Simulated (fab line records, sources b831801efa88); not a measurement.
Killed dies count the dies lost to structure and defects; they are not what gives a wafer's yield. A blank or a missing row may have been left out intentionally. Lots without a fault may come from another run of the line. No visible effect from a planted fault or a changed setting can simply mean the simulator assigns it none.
Which tool did it? :: flow gf180mcu :: 13 lots with 39 wafers sampled at 5 steps, on a route of 602 steps

== WHAT EACH GAUGE READ, for each wafer ==
GF_V5_RS_MEAS_24: uses a four-point probe to measure.
lot: L315
measured: day 27 05:22
on: film_metro-04
V5_W_RS (ohm/sq): 0.323 0.324 0.325

lot: L316
measured: day 27 07:43
on: film_metro-02
V5_W_RS (ohm/sq): 0.321 0.320 0.321

lot: L317
measured: day 28 01:20
on: film_metro-03
V5_W_RS (ohm/sq): 0.328 0.328 0.332

lot: L318
measured: day 28 04:35
on: film_metro-04
V5_W_RS (ohm/sq): 0.326 0.326 0.326

lot: L320
measured: day 28 16:49
on: film_metro-03
V5_W_RS (ohm/sq): 0.324 0.327 0.326

lot: L321
measured: day 29 04:01
on: film_metro-03
V5_W_RS (ohm/sq): 0.324 0.325 0.323

lot: L322
measured: day 29 15:37
on: film_metro-04
V5_W_RS (ohm/sq): 0.553 0.557 0.563 0.554 0.557 0.564

lot: L323
measured: day 29 18:35
on: film_metro-02
V5_W_RS (ohm/sq): 0.560 0.559 0.555 0.560 0.559 0.554

lot: L325
measured: day 30 13:55
on: film_metro-03
V5_W_RS (ohm/sq): 0.328 0.326 0.323

lot: L335
measured: day 33 01:15
on: film_metro-04
V5_W_RS (ohm/sq): 0.329 0.331 0.331

lot: L336
measured: day 33 04:01
on: film_metro-03
V5_W_RS (ohm/sq): 0.330 0.328 0.328

lot: L337
measured: day 33 11:08
on: film_metro-03
V5_W_RS (ohm/sq): 0.328 0.324 0.327

lot: L338
measured: day 33 17:44
on: film_metro-02
V5_W_RS (ohm/sq): 0.325 0.322 0.329

GF_TOP_METAL_RS_MEAS_05: uses a four-point probe to measure.
lot: L315
measured: day 27 06:22
on: film_metro-01
TOP_METAL_ALCU_RS (ohm/sq): 0.0330 0.0328 0.0332

lot: L316
measured: day 27 08:26
on: film_metro-04
TOP_METAL_ALCU_RS (ohm/sq): 0.0327 0.0326 0.0329

lot: L317
measured: day 28 02:02
on: film_metro-01
TOP_METAL_ALCU_RS (ohm/sq): 0.0333 0.0330 0.0328

lot: L318
measured: day 28 05:17
on: film_metro-04
TOP_METAL_ALCU_RS (ohm/sq): 0.0333 0.0326 0.0329

lot: L320
measured: day 28 17:32
on: film_metro-03
TOP_METAL_ALCU_RS (ohm/sq): 0.0327 0.0330 0.0327

lot: L321
measured: day 29 04:43
on: film_metro-03
TOP_METAL_ALCU_RS (ohm/sq): 0.0321 0.0323 0.0326

lot: L325
measured: day 30 14:37
on: film_metro-04
TOP_METAL_ALCU_RS (ohm/sq): 0.0330 0.0325 0.0330

lot: L335
measured: day 33 01:57
on: film_metro-04
TOP_METAL_ALCU_RS (ohm/sq): 0.0325 0.0330 0.0331

lot: L336
measured: day 33 04:47
on: film_metro-03
TOP_METAL_ALCU_RS (ohm/sq): 0.0328 0.0333 0.0329

lot: L337
measured: day 33 11:50
on: film_metro-01
TOP_METAL_ALCU_RS (ohm/sq): 0.0326 0.0328 0.0335

lot: L338
measured: day 33 18:32
on: film_metro-04
TOP_METAL_ALCU_RS (ohm/sq): 0.0329 0.0326 0.0328

== WHAT TOOL EACH LOT RAN ON (gives the tool, then ch and the chambers of the sampled wafers, and finally the start) ==
lot: L315
GF_V5_SPUTTER_22: pvd_sputter-02, day 27 05:12
GF_V5_CVD_23: cvd_w-01 ch 0,1, day 27 05:14
GF_V5_CMP_26: cmp-01 ch 1,3, day 27 05:53

lot: L316
GF_V5_SPUTTER_22: pvd_sputter-02, day 27 07:34
GF_V5_CVD_23: cvd_w-01 ch 0,1, day 27 07:37
GF_V5_CMP_26: cmp-02 ch 0,2, day 27 07:54

lot: L317
GF_V5_SPUTTER_22: pvd_sputter-04, day 28 01:11
GF_V5_CVD_23: cvd_w-01 ch 0,1, day 28 01:14
GF_V5_CMP_26: cmp-02 ch 0,2,3, day 28 01:31

lot: L318
GF_V5_SPUTTER_22: pvd_sputter-02, day 28 04:26
GF_V5_CVD_23: cvd_w-01 ch 0,1, day 28 04:29
GF_V5_CMP_26: cmp-02 ch 0,2,3, day 28 04:46

lot: L320
GF_V5_SPUTTER_22: pvd_sputter-04, day 28 16:40
GF_V5_CVD_23: cvd_w-01 ch 0, day 28 16:43
GF_V5_CMP_26: cmp-02 ch 0,2, day 28 17:03

lot: L321
GF_V5_SPUTTER_22: pvd_sputter-04, day 29 03:52
GF_V5_CVD_23: cvd_w-02 ch 0,1, day 29 03:55
GF_V5_CMP_26: cmp-01 ch 0,2,3, day 29 04:12

lot: L322
GF_V5_SPUTTER_22: pvd_sputter-04, day 29 15:27
GF_V5_CVD_23: cvd_w-02 ch 0,1, day 29 15:29
GF_V5_CMP_26: -

lot: L323
GF_V5_SPUTTER_22: pvd_sputter-01, day 29 18:26
GF_V5_CVD_23: cvd_w-02 ch 0, day 29 18:29
GF_V5_CMP_26: -

lot: L325
GF_V5_SPUTTER_22: pvd_sputter-04, day 30 13:45
GF_V5_CVD_23: cvd_w-01 ch 0,1, day 30 13:47
GF_V5_CMP_26: cmp-02 ch 0,1,3, day 30 14:14

lot: L335
GF_V5_SPUTTER_22: pvd_sputter-04, day 33 01:06
GF_V5_CVD_23: cvd_w-02 ch 0,1, day 33 01:08
GF_V5_CMP_26: cmp-02 ch 1,2,3, day 33 01:26

lot: L336
GF_V5_SPUTTER_22: pvd_sputter-04, day 33 03:52
GF_V5_CVD_23: cvd_w-02 ch 0,1, day 33 03:55
GF_V5_CMP_26: cmp-02 ch 1,2,3, day 33 04:19

lot: L337
GF_V5_SPUTTER_22: pvd_sputter-01, day 33 10:59
GF_V5_CVD_23: cvd_w-01 ch 0,1, day 33 11:01
GF_V5_CMP_26: cmp-01 ch 0,1,2, day 33 11:22

lot: L338
GF_V5_SPUTTER_22: pvd_sputter-02, day 33 17:32
GF_V5_CVD_23: cvd_w-02 ch 0,1, day 33 17:37
GF_V5_CMP_26: cmp-01 ch 0,1,3, day 33 18:04
- GF_V5_SPUTTER_22: material TiN, target thk 10 nm, time 40 s.
- GF_V5_CVD_23: deposits W, target thk 350 nm, time 104.9 s.
- GF_V5_CMP_26: polishes, stops on SiO2, t overpolish 15 s, target thk 0 nm.

== AS READ BY THE TOOLS THEMSELVES (means over the sampled wafers that have a number; for cases with no such wafer, the mark the record gives instead) ==
GF_V5_SPUTTER_22.
lot: L315
tool: pvd_sputter-02
throttle_valve_pct (%): 30.3

lot: L316
tool: pvd_sputter-02
throttle_valve_pct (%): 30.4

lot: L317
tool: pvd_sputter-04
throttle_valve_pct (%): 30.3

lot: L318
tool: pvd_sputter-02
throttle_valve_pct (%): 30.3

lot: L320
tool: pvd_sputter-04
throttle_valve_pct (%): 30.7

lot: L321
tool: pvd_sputter-04
throttle_valve_pct (%): 30.3

lot: L322
tool: pvd_sputter-04
throttle_valve_pct (%): 30.1

lot: L323
tool: pvd_sputter-01
throttle_valve_pct (%): 30.4

lot: L325
tool: pvd_sputter-04
throttle_valve_pct (%): 30.2

lot: L335
tool: pvd_sputter-04
throttle_valve_pct (%): 30.5

lot: L336
tool: pvd_sputter-04
throttle_valve_pct (%): 30.1

lot: L337
tool: pvd_sputter-01
throttle_valve_pct (%): 30.4

lot: L338
tool: pvd_sputter-02
throttle_valve_pct (%): 30.5

GF_V5_CVD_23.
lot: L315
tool: cvd_w-01
chamber_pressure_Torr (Torr): 40.02
heater_power_w (W): 841

lot: L316
tool: cvd_w-01
chamber_pressure_Torr (Torr): 39.94
heater_power_w (W): 856

lot: L317
tool: cvd_w-01
chamber_pressure_Torr (Torr): 39.88
heater_power_w (W): 857

lot: L318
tool: cvd_w-01
chamber_pressure_Torr (Torr): 39.99
heater_power_w (W): 906

lot: L320
tool: cvd_w-01
chamber_pressure_Torr (Torr): 39.99
heater_power_w (W): 967

lot: L321
tool: cvd_w-02
chamber_pressure_Torr (Torr): 39.93
heater_power_w (W): 938

lot: L322
tool: cvd_w-02
chamber_pressure_Torr (Torr): 13.79
heater_power_w (W): 927

lot: L323
tool: cvd_w-02
chamber_pressure_Torr (Torr): 13.74
heater_power_w (W): 989

lot: L325
tool: cvd_w-01
chamber_pressure_Torr (Torr): 40.07
heater_power_w (W): 858

lot: L335
tool: cvd_w-02
chamber_pressure_Torr (Torr): 39.99
heater_power_w (W): 930

lot: L336
tool: cvd_w-02
chamber_pressure_Torr (Torr): 39.94
heater_power_w (W): 956

lot: L337
tool: cvd_w-01
chamber_pressure_Torr (Torr): 40.01
heater_power_w (W): 855

lot: L338
tool: cvd_w-02
chamber_pressure_Torr (Torr): 40.06
heater_power_w (W): 954

GF_V5_CMP_26.
lot: L315
tool: cmp-01
motor_current_A (A): 11.5
overpolish_run_s (s): 14.987
time_to_endpoint_s (s): 85

lot: L316
tool: cmp-02
motor_current_A (A): 13.2
overpolish_run_s (s): 15.007
time_to_endpoint_s (s): 87

lot: L317
tool: cmp-02
motor_current_A (A): 11.5
overpolish_run_s (s): 14.996
time_to_endpoint_s (s): 87

lot: L318
tool: cmp-02
motor_current_A (A): 11.8
overpolish_run_s (s): 14.998
time_to_endpoint_s (s): 87

lot: L320
tool: cmp-02
motor_current_A (A): 12.0
overpolish_run_s (s): 15.001
time_to_endpoint_s (s): 86

lot: L321
tool: cmp-01
motor_current_A (A): 10.9
overpolish_run_s (s): 15.001
time_to_endpoint_s (s): 87

lot: L325
tool: cmp-02
motor_current_A (A): 10.7
overpolish_run_s (s): 14.996
time_to_endpoint_s (s): 85

lot: L335
tool: cmp-02
motor_current_A (A): 9.9
overpolish_run_s (s): 14.987
time_to_endpoint_s (s): 88

lot: L336
tool: cmp-02
motor_current_A (A): 9.5
overpolish_run_s (s): 15.005
time_to_endpoint_s (s): 86

lot: L337
tool: cmp-01
motor_current_A (A): 11.3
overpolish_run_s (s): 14.997
time_to_endpoint_s (s): 82

lot: L338
tool: cmp-01
motor_current_A (A): 11.1
overpolish_run_s (s): 15.004
time_to_endpoint_s (s): 85

== THE ANSWER, worked out from the rows above alone ==
Rule: what is usual is taken from the lots themselves. The widest of any qualifying gaps counts: lots, ordered by their means at a reading, are off when they make up no more than a third of the lots, leave a main group of 4 or more, and stand apart from it by 3 or more times the standard deviation of that group's means. The tables above print the reading to a certain number of digits; a main group whose means all agree to those digits is not used. Also off: a lot with no number at a reading for which 4 or more lots have one. Where the step has rows for the other lots, those lots are counted as sound. First the gauges in route order, then the tools' own readings, where a lot's mean is used as printed above. At the first step where some lot is off, the reading lying furthest off is the one used; lots without a number count as furthest.
Off: L322, L323, at GF_V5_RS_MEAS_24 (V5_W_RS). Main group: mean 0.326 ohm/sq, sd 0.0026.
A tool fits if, at a process step before that reading, it ran every lot that is off, and no sound lot after the first of them. The gauges at GF_V5_RS_MEAS_24 aren't tried: what is off there is off at GF_V5_CVD_23 too, on other tools, and a gauge's error can't cause that. None of those tried fits.

== WHAT THE SIMULATOR PUT IN ==
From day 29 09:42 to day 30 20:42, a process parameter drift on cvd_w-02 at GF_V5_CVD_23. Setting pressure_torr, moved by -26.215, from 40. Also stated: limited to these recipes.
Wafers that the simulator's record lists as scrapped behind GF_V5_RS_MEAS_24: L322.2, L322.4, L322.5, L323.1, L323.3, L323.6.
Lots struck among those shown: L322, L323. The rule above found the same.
